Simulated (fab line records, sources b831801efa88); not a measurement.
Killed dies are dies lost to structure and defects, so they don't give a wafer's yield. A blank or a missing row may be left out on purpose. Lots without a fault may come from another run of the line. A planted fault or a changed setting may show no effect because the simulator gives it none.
fab line records | flow sfq_line
record lots=13 wafers=39 last_day=97
route steps=325 shown C5@247
lots that met no fault: from a run of the same line without faults
start_h: hours from the record's first day to the start of the lot's first wafer shown | wait_h: hours since the lot's step before | " the same as in the row above | L1.1+2: a row that stands for several wafers | - no value, or no start given | * or withheld: withheld | < > ~ a bound
route shown NAME@n: a module of which the file shows steps, and the number in the route of the first | usual: mean/standard deviation of fault-free wafers | same: alike in all rows | chamber/n: place in a boat | sites: the reading at each site | _std_site: their standard deviation | _edge_site: outer sites' mean less inner sites' | radius_mm: how far each site lies from the wafer's centre | mask NAME#n: copy n | behind: the tool/chamber that last shaped the wafer | hold: why the lot was held/for how many hours/how that ended | device: the transistor (n, p or np) that didn't switch | end of line: the same wafers' tests at the end of the route | a step without rows: its recipe alone | killed: dies lost to structure and defects at the first sort, not the wafer's yield | map: a wafer's dies, x killed, . not, _ none there
set.NAME: the setting as run; set.NAME@STEP: as run at that earlier step | model.NAME: the simulator's own value behind a step, which no gauge read
steps of the route over a sample of lots; a table a step, a row a wafer
services: from which hour (start_h, from the record's first day; less than 0 if before it) a tool's chamber was out of use, for how many hours, and why
## steps
# step SFQ_TRILAYER_C5_BARC_OPEN_VIA_ETCH_210
# recipe mask_material=PR chemistry=O2 target_depth_nm=125 target=BARC source_w=500 bias_w=80 pressure_mtorr=30 time_s=41.7
# usual drypump_motor_current_A=5.7/0.54 oes_product_au=0.684/0.0049 run_length_s=70.0/0.43
# columns lot.wafer tool chamber start_h wait_h drypump_motor_current_A oes_product_au rf_hours_counter_h run_length_s
L588.1 rie_diel-04 2 1822.67 0.0 6.4 0.680 16 69.8
L588.2 " 1 " " 5.4 0.685 9 70.9
L588.5 " 0 " " 5.6 0.683 - 69.3
L589.1 rie_diel-02 0 1823.87 0.0 6.0 0.686 2 69.8
L589.2 " 3 " " 5.3 0.695 10 69.7
L589.5 " 3 " " 5.3 0.674 - 69.4
L590.1 rie_diel-01 1 1831.59 0.0 6.3 0.686 18 69.8
L590.5 " 2 " " 5.6 0.688 - 70.6
L590.6 " 3 " " 5.8 0.683 - 70.1
L593.1 rie_diel-04 0 1845.99 0.0 5.7 0.686 2 69.8
L593.4 " 2 " " 6.4 0.685 16 69.9
L593.5 " 3 " " 4.7 0.683 - 70.5
L594.1 rie_diel-04 2 1848.39 0.0 6.4 0.690 16 70.5
L594.3 " 3 " " 4.7 0.686 14 70.6
L594.6 " 1 " " 5.4 0.686 - 70.5
L597.1 rie_diel-01 1 1873.56 0.0 6.2 0.682 18 69.9
L597.2 " 0 " " 6.3 0.682 11 69.6
L597.3 " 2 " " 5.6 0.679 16 70.1
L598.3 rie_diel-01 2 1885.62 0.0 5.6 0.680 16 70.0
L598.5 " 2 " " 5.6 0.684 - 70.4
L598.6 " 1 " " 6.2 0.677 - 70.5
L601.3 rie_diel-04 3 1902.60 0.0 4.7 0.679 15 70.5
L601.4 " 2 " " 6.4 0.692 17 69.7
L601.5 " 1 " " 5.4 0.682 - 70.5
L606.1 rie_diel-01 0 1945.56 0.0 6.3 0.638 12 76.7
L606.3 " 1 " " 6.3 0.690 19 70.0
L606.4 " 2 " " 5.6 0.679 17 70.1
L607.2 rie_diel-04 0 1959.50 0.0 5.7 0.692 3 69.3
L607.5 " 0 " " 5.7 0.690 - 69.7
L607.6 " 3 " " 4.7 0.685 - 70.4
L608.3 rie_diel-02 2 2008.82 0.0 5.7 0.687 0 69.9
L608.4 " 1 " " 6.7 0.679 18 69.7
L608.5 " 0 " " 6.0 0.684 - 69.7
L610.1 rie_diel-02 0 2042.67 0.0 6.0 0.682 5 69.8
L610.5 " 2 " " 5.7 0.682 - 70.4
L610.6 " 3 " " 5.3 0.681 - 69.8
L611.1 rie_diel-04 1 2043.87 0.0 5.4 0.684 12 70.4
L611.4 " 3 " " 4.7 0.684 16 70.2
L611.6 " 1 " " 5.4 0.682 - 70.6
## services
# columns tool chamber start_h hours kind
rie_diel-02 1 1818.17 6.5 repair
rie_diel-02 - 1818.20 0.2 repair
rie_diel-02 1 1874.69 7.4 repair
rie_diel-02 3 1895.38 3.5 repair
rie_diel-04 0 1923.44 4.9 repair
rie_diel-02 - 1937.91 0.4 repair
rie_diel-01 2 1949.09 6.8 repair
rie_diel-02 2 1972.69 - clean
rie_diel-02 2 1972.69 22.3 scheduled_down
rie_diel-02 2 1972.69 22.3 vent_cycle
rie_diel-01 - 1981.26 0.2 repair
rie_diel-02 1 1985.13 4.1 repair
rie_diel-04 0 2002.75 2.1 repair
rie_diel-01 - 2019.86 0.1 repair
rie_diel-01 1 2034.04 - clean
rie_diel-01 1 2034.04 18.7 scheduled_down
rie_diel-01 1 2034.04 18.7 vent_cycle
## key
first_sign step=SFQ_TRILAYER_C5_BARC_OPEN_VIA_ETCH_210 reading=run_length_s direction=up sigmas=16 usual=* struck=*
effect step=SFQ_TRILAYER_C5_BARC_OPEN_VIA_ETCH_210 reading=oes_product_au direction=down sigmas=9.5 usual=0.684 struck=0.638
met_at SFQ_TRILAYER_C5_BARC_OPEN_VIA_ETCH_210
struck_lots L606
struck_wafers L606.1
onset_between 1873.56 1945.56
fault kind=process_parameter_drift tool=rie_diel-01 chamber=0 onset_h=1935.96 steps=SFQ_TRILAYER_C5_BARC_OPEN_VIA_ETCH_210 channel=time_s offset=* shape=step end_h=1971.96 acts_in=* stated=*
